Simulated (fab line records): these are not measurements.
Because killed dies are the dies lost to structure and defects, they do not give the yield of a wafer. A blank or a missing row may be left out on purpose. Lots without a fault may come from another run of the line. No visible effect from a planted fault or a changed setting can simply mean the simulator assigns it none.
Which tool did it? + flow gf180mcu + 33 wafers from 12 lots sampled at 6 of the route's 602 steps

## WHAT EACH GAUGE READ, for each wafer
GF_VT_IMPLANT_TW_MEAS_10. Usual: VT_IMPLANT_TW typically reads 559.2, with standard deviation 2.5.
| lot  | measured     | on            | VT_IMPLANT_TW     | flag |
|------|--------------|---------------|-------------------|------|
| L435 | day 5 14:36  | film metro-02 | 557.7 557.8 557.6 |      |
| L436 | day 5 22:47  | film metro-04 | 559.8 562.3 561.7 |      |
| L438 | day 6 09:46  | film metro-03 | 558.6 559.9 558.0 |      |
| L444 | day 7 23:04  | film metro-02 | 558.0 559.3       |      |
| L445 | day 8 04:18  | film metro-03 | 561.9 557.7       |      |
| L447 | day 8 17:24  | film metro-02 | 557.4 554.3       |      |
| L448 | day 8 22:33  | film metro-04 | 561.9 564.6 562.9 |      |
| L452 | day 10 00:58 | film metro-03 | 557.5 558.0 561.6 |      |
| L454 | day 10 13:22 | film metro-03 | 557.9 557.4 559.7 |      |
| L455 | day 10 22:04 | film metro-02 | 558.5 557.6 555.9 |      |
| L456 | day 11 09:08 | film metro-02 | 554.6 555.6 555.9 |      |
| L458 | day 11 15:03 | film metro-02 | 556.6 555.9 555.0 |      |

GF_VT_IMPLANT_OVL_MEAS_40. Usual: VT_IMPLANT_03_OVL typically reads -0.2 nm, with standard deviation 1.3.
| lot  | measured     | on         | VT_IMPLANT_03_OVL (nm) | flag |
|------|--------------|------------|------------------------|------|
| L435 | day 7 12:16  | overlay-02 | 0.5 0.2 -0.3           |      |
| L436 | day 7 20:19  | overlay-02 | 1.3 0.8 0.6            |      |
| L438 | day 8 09:40  | overlay-01 | -1.7 -0.2 -1.2         |      |
| L444 | day 10 03:20 | overlay-02 | 0.6 1.2                |      |
| L445 | day 10 09:26 | overlay-02 | 0.4 2.0                |      |
| L447 | day 10 22:01 | overlay-01 | -0.8 -0.6              |      |
| L448 | day 11 04:46 | overlay-01 | -1.9 -0.4 0.6          |      |
| L452 | day 12 09:52 | overlay-01 | -0.8 0.8 -0.5          |      |
| L454 | day 12 22:34 | overlay-01 | 1.4 0.4 2.7            |      |
| L455 | day 13 07:38 | overlay-01 | 0.1 0.0 1.6            |      |
| L456 | day 13 19:31 | overlay-02 | -2.5 -1.1 -1.4         |      |
| L458 | day 14 02:37 | overlay-02 | -1.7 -0.5 0.6          |      |

GF_DUAL_GATE_THK_MEAS_03. Usual: DUAL_GATE_OXIDATION_00_THK typically reads 10.91 nm, with standard deviation 0.21.
| lot  | measured     | on            | DUAL_GATE_OXIDATION_00_THK (nm) | flag |
|------|--------------|---------------|---------------------------------|------|
| L435 | day 7 14:53  | film metro-04 | 11.17 11.10 10.94               |      |
| L436 | day 7 23:57  | film metro-02 | 11.11 11.13 11.30               |      |
| L438 | day 8 12:52  | film metro-01 | 10.96 11.09 11.00               |      |
| L444 | day 10 09:00 | film metro-04 | 10.84 10.78                     |      |
| L445 | day 10 12:40 | film metro-01 | 10.83 10.91                     |      |
| L447 | day 11 00:37 | film metro-01 | 11.08 11.09                     |      |
| L448 | day 11 07:22 | film metro-02 | 11.03 11.09 11.12               |      |
| L452 | day 12 12:30 | film metro-02 | 10.53 10.77 10.64               |      |
| L454 | day 13 01:32 | film metro-02 | 10.73 10.92 10.79               |      |
| L455 | day 13 10:14 | film metro-02 | 10.43 10.36 10.69               |      |
| L456 | day 13 23:27 | film metro-04 | 10.61 10.71 10.61               |      |
| L458 | day 14 06:40 | film metro-01 | 10.99 10.86 10.89               |      |

GF_V1_THK_MEAS_03. Usual: V1_CVD_02_THK typically reads 849 nm, with standard deviation 11.
| lot  | measured     | on            | V1_CVD_02_THK (nm) | flag |
|------|--------------|---------------|--------------------|------|
| L435 | day 17 05:54 | film metro-01 | 850 867 870        |      |
| L436 | day 17 18:43 | film metro-02 | 821 842 844        |      |
| L438 | day 18 11:33 | film metro-04 | 842 834 845        |      |
| L444 | day 20 22:25 | film metro-02 | 860 866 858 866    |      |
| L445 | day 21 00:47 | film metro-02 | 843 860            |      |
| L447 | day 21 16:30 | film metro-02 | 853 849 852 849    |      |
| L448 | day 22 01:58 | film metro-02 | 861 855 862        |      |
| L452 | day 23 09:25 | film metro-01 | 850 863 857        |      |
| L454 | day 24 06:04 | film metro-02 | 847 863 850        |      |
| L455 | day 24 11:46 | film metro-04 | 828 853 844        |      |
| L456 | day 25 03:48 | film metro-02 | 849 855 874        |      |
| L458 | day 25 10:48 | film metro-04 | 850 850 867        |      |

## WHAT TOOL EACH LOT RAN ON (gives the tool, then ch and the chambers of the sampled wafers, and finally the start)
| lot  | GF_DUAL_GATE_COAT_06              | GF_DUAL_GATE_STRIP_13                |
|------|-----------------------------------|--------------------------------------|
| L435 | litho track-03 ch 0, day 7 22:40  | plasma asher-01 ch 0,1, day 8 07:02  |
| L436 | litho track-02 ch 0, day 8 08:07  | plasma asher-02 ch 0,1, day 8 16:57  |
| L438 | litho track-01 ch 0, day 8 21:01  | plasma asher-01 ch 0, day 9 05:32    |
| L444 | litho track-03 ch 0, day 10 17:31 | plasma asher-04 ch 0,1, day 11 03:01 |
| L445 | litho track-03 ch 0, day 10 21:10 | plasma asher-01 ch 0, day 11 07:00   |
| L447 | litho track-03 ch 0, day 11 09:31 | plasma asher-04 ch 0, day 11 19:11   |
| L448 | litho track-02 ch 0, day 11 16:07 | plasma asher-02 ch 0,1, day 12 02:10 |
| L452 | litho track-02 ch 0, day 12 21:55 | plasma asher-01 ch 0,1, day 13 08:04 |
| L454 | litho track-01 ch 0, day 13 11:43 | plasma asher-04 ch 0,1, day 13 22:44 |
| L455 | litho track-01 ch 0, day 13 19:59 | plasma asher-01 ch 0,1, day 14 06:52 |
| L456 | litho track-02 ch 0, day 14 09:20 | plasma asher-04 ch 0,1, day 14 20:26 |
| L458 | litho track-03 ch 0, day 14 16:52 | plasma asher-01 ch 0,1, day 15 04:20 |
- GF_DUAL_GATE_COAT_06: resist thk 1000 nm.
- GF_DUAL_GATE_STRIP_13: strips in O2/N2.

## WHAT THE TOOLS THEMSELVES READ (means of the sampled wafers that have a number; where no wafer has one, the mark that the record gives instead)
GF_DUAL_GATE_STRIP_13. Usual: chamber pressure mTorr 1499.8 mTorr, standard deviation 1.3; drypump motor current A 5.81 A, standard deviation 0.23; heater power w 347 W, standard deviation 14; oes product au 0.716 a.u., standard deviation 0.0047; strip time to endpoint s 12.63 s, standard deviation 0.033.
| lot  | tool            | chamber pressure mTorr (mTorr) | drypump motor current A (A) | heater power w (W) | oes product au (a.u.) | strip time to endpoint s (s) | flag |
|------|-----------------|--------------------------------|-----------------------------|--------------------|-----------------------|------------------------------|------|
| L435 | plasma asher-01 | 1499.4                         | 5.86                        | 340                | 0.720                 | 12.65                        |      |
| L436 | plasma asher-02 | 1499.6                         | 5.91                        | 341                | 0.711                 | 12.63                        |      |
| L438 | plasma asher-01 | 1500.3                         | 5.99                        | 334                | 0.717                 | 12.63                        |      |
| L444 | plasma asher-04 | 1498.8                         | 5.70                        | 360                | 0.718                 | 12.26                        | OFF  |
| L445 | plasma asher-01 | 1500.6                         | 6.00                        | 340                | 0.714                 | 12.27                        | OFF  |
| L447 | plasma asher-04 | 1500.8                         | 5.95                        | 364                | 0.715                 | 12.28                        | OFF  |
| L448 | plasma asher-02 | 1501.5                         | 5.89                        | 337                | 0.716                 | 12.67                        |      |
| L452 | plasma asher-01 | 1500.2                         | 5.73                        | 338                | 0.716                 | 12.67                        |      |
| L454 | plasma asher-04 | 1500.7                         | 5.79                        | 360                | 0.720                 | 12.61                        |      |
| L455 | plasma asher-01 | 1499.8                         | 5.72                        | 340                | 0.718                 | 12.65                        |      |
| L456 | plasma asher-04 | 1500.0                         | 5.80                        | 364                | 0.709                 | 12.65                        |      |
| L458 | plasma asher-01 | 1500.1                         | 5.74                        | 342                | 0.712                 | 12.66                        |      |

## THE ANSWER, worked out from the rows above alone
Rule: lot off if the mean of its wafers having a number is beyond 3 standard deviations from the usual mean. Also off: a lot with no number at a reading for which 4 or more lots have one. The other lots that the step has rows for count as sound. First the gauges in route order, then the tools' own readings, where a lot's mean is used as printed above. The first step at which some lot is off is used, and at that step the reading that is off furthest; a lot without a number counts as furthest.
Off: L444, L445, L447, at GF_DUAL_GATE_STRIP_13 (strip time to endpoint s).
If a tool, at that step or one of the process steps before it, ran each lot that is off and ran no sound lot following the first of them, it fits. Of those tried, none fits.

## WHAT THE SIMULATOR PUT IN
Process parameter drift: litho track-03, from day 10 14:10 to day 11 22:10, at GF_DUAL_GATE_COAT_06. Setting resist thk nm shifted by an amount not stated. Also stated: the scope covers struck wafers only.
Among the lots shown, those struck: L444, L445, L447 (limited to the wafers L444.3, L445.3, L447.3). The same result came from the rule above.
